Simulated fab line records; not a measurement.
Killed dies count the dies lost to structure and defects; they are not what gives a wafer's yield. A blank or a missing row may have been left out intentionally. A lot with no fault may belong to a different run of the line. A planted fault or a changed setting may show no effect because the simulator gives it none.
The tool behind it: which one? + flow sky130 + 12 lots, 36 wafers sampled, at 4 steps of a route of 708

WHAT THE GAUGES SHOWED, per wafer
SKY_CAP2M_OVL_MEAS_12.
| lot  | measured     | on         | CAP2M_OVL (nm) |
|------|--------------|------------|----------------|
| L595 | day 40 17:13 | overlay-01 | 1.1 1.9 2.0    |
| L596 | day 40 20:40 | overlay-01 | 1.4 1.2 1.3    |
| L597 | day 41 09:13 | overlay-01 | -2.1 -1.7 -2.9 |
| L598 | day 42 01:49 | overlay-01 | 0.0 1.3 1.7    |
| L599 | day 42 03:07 | overlay-01 | 1.4 2.0 1.9    |
| L603 | day 43 13:34 | overlay-01 | -2.3 -2.0 -1.1 |
| L605 | day 43 16:04 | overlay-01 | -1.8 0.4 -0.8  |
| L604 | day 43 21:06 | overlay-02 | -2.1 -0.5 -3.1 |
| L608 | day 44 14:37 | overlay-02 | -2.4 -2.5 -2.4 |
| L609 | day 44 19:04 | overlay-01 | -2.9 -2.6 -2.7 |
| L613 | day 45 20:43 | overlay-01 | -0.7 -0.3 -2.5 |
| L616 | day 46 09:20 | overlay-02 | -3.0 -2.2 -2.3 |

WHICH TOOL RAN EACH LOT (tool, then ch and the chambers of the sampled wafers, then the start)
| lot  | SKY_METAL4_SPUTTER_01        | SKY_METAL4_SPUTTER_04        | SKY_CAP2M_EXPOSE_09                 |
|------|------------------------------|------------------------------|-------------------------------------|
| L595 | pvd_sputter-01, day 39 16:21 | pvd_sputter-01, day 39 16:26 | iline_stepper-01 ch 0, day 40 05:11 |
| L596 | pvd_sputter-04, day 39 20:58 | pvd_sputter-04, day 39 21:02 | iline_stepper-01 ch 0, day 40 09:04 |
| L597 | pvd_sputter-02, day 40 09:05 | pvd_sputter-02, day 40 09:10 | iline_stepper-02 ch 0, day 40 21:48 |
| L598 | pvd_sputter-02, day 41 01:55 | pvd_sputter-02, day 41 02:00 | iline_stepper-01 ch 0, day 41 14:50 |
| L599 | pvd_sputter-04, day 41 03:04 | pvd_sputter-04, day 41 03:09 | iline_stepper-01 ch 0, day 41 15:25 |
| L603 | pvd_sputter-02, day 42 14:18 | pvd_sputter-02, day 42 14:23 | iline_stepper-02 ch 0, day 43 02:16 |
| L605 | pvd_sputter-04, day 42 16:45 | pvd_sputter-04, day 42 16:50 | iline_stepper-02 ch 0, day 43 04:54 |
| L604 | pvd_sputter-01, day 42 21:56 | pvd_sputter-01, day 42 22:01 | iline_stepper-02 ch 0, day 43 09:57 |
| L608 | pvd_sputter-01, day 43 15:38 | pvd_sputter-01, day 43 15:43 | iline_stepper-02 ch 0, day 44 03:41 |
| L609 | pvd_sputter-02, day 43 21:32 | pvd_sputter-02, day 43 21:37 | iline_stepper-02 ch 0, day 44 08:47 |
| L613 | pvd_sputter-02, day 44 23:41 | pvd_sputter-02, day 44 23:46 | iline_stepper-02 ch 0, day 45 10:40 |
| L616 | pvd_sputter-04, day 45 12:24 | pvd_sputter-04, day 45 12:29 | iline_stepper-02 ch 0, day 45 23:23 |
- SKY_METAL4_SPUTTER_01: material TiN, target thk 20 nm, time 16.7 s.
- SKY_METAL4_SPUTTER_04: material TiN, target thk 70 nm, time 58.3 s.
- SKY_CAP2M_EXPOSE_09: exposes mask CAP2M, target cd 1000 nm.

AS READ BY THE TOOLS THEMSELVES (means over the sampled wafers that have a number; for cases with no such wafer, the mark the record gives instead)
SKY_METAL4_SPUTTER_01.
| lot  | tool           | throttle_valve_pct (%) |
|------|----------------|------------------------|
| L595 | pvd_sputter-01 | 30.9                   |
| L596 | pvd_sputter-04 | 29.2                   |
| L597 | pvd_sputter-02 | 29.5                   |
| L598 | pvd_sputter-02 | 30.4                   |
| L599 | pvd_sputter-04 | 30.1                   |
| L603 | pvd_sputter-02 | 29.7                   |
| L605 | pvd_sputter-04 | 30.1                   |
| L604 | pvd_sputter-01 | 30.8                   |
| L608 | pvd_sputter-01 | 30.7                   |
| L609 | pvd_sputter-02 | 29.8                   |
| L613 | pvd_sputter-02 | 30.5                   |
| L616 | pvd_sputter-04 | 29.3                   |

SKY_METAL4_SPUTTER_04.
| lot  | tool           | throttle_valve_pct (%) |
|------|----------------|------------------------|
| L595 | pvd_sputter-01 | 31.0                   |
| L596 | pvd_sputter-04 | 29.4                   |
| L597 | pvd_sputter-02 | 29.5                   |
| L598 | pvd_sputter-02 | 30.4                   |
| L599 | pvd_sputter-04 | 30.1                   |
| L603 | pvd_sputter-02 | 29.5                   |
| L605 | pvd_sputter-04 | 30.0                   |
| L604 | pvd_sputter-01 | 30.8                   |
| L608 | pvd_sputter-01 | 30.6                   |
| L609 | pvd_sputter-02 | 29.5                   |
| L613 | pvd_sputter-02 | 30.5                   |
| L616 | pvd_sputter-04 | 29.2                   |

SKY_CAP2M_EXPOSE_09.
| lot  | tool             | exposure_dose_mJ_cm2 |
|------|------------------|----------------------|
| L595 | iline_stepper-01 | 159.02               |
| L596 | iline_stepper-01 | 159.09               |
| L597 | iline_stepper-02 | 159.06               |
| L598 | iline_stepper-01 | 175.08               |
| L599 | iline_stepper-01 | 175.12               |
| L603 | iline_stepper-02 | 159.09               |
| L605 | iline_stepper-02 | 159.18               |
| L604 | iline_stepper-02 | 159.08               |
| L608 | iline_stepper-02 | 158.98               |
| L609 | iline_stepper-02 | 158.84               |
| L613 | iline_stepper-02 | 159.00               |
| L616 | iline_stepper-02 | 159.03               |

THE ANSWER, worked out from the rows above alone
Rule: usual is defined by the lots themselves. The widest of any qualifying gaps counts: lots, ordered by their means at a reading, are off when they make up no more than a third of the lots, leave a main group of 4 or more, and stand apart from it by 3 or more times the standard deviation of that group's means. Not used: any main group whose means are identical at the precision the tables above print for the reading. A lot without any number at a reading at which 4 lots or more have one is off too. Where the step has rows for the other lots, those lots are counted as sound. Order of review: gauges by route order, followed by the tools' own readings, for which a lot's mean as printed above is used. The first step at which some lot is off is used, and at that step the reading that is off furthest; a lot without a number counts as furthest.
Off at SKY_CAP2M_EXPOSE_09 (exposure_dose_mJ_cm2): L598, L599. For the main group the mean is 159.04 and the standard deviation 0.085.
A tool fits if, at that step or a process step before it, it ran every lot that is off, and no sound lot after the first of them. One fits: iline_stepper-01 at SKY_CAP2M_EXPOSE_09. A fault onset in the window from L596 (day 40 09:04, its last sound lot) to L598 (day 41 14:50, its first lot off) fits.
The tool's own readings at SKY_CAP2M_EXPOSE_09 bear it out: on the lots that are off they differ by more than 5 times the standard deviation of the sound lots' means. exposure_dose_mJ_cm2 reads 175.10 there against 159.04 on the sound lots.

WHAT HAD BEEN PUT IN BY THE SIMULATOR
Process parameters drifting: iline_stepper-01 at SKY_CAP2M_EXPOSE_09, beginning at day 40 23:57. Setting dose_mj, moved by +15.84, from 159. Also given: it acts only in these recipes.
Shown lots that were struck: L598, L599. The rule above found the same.
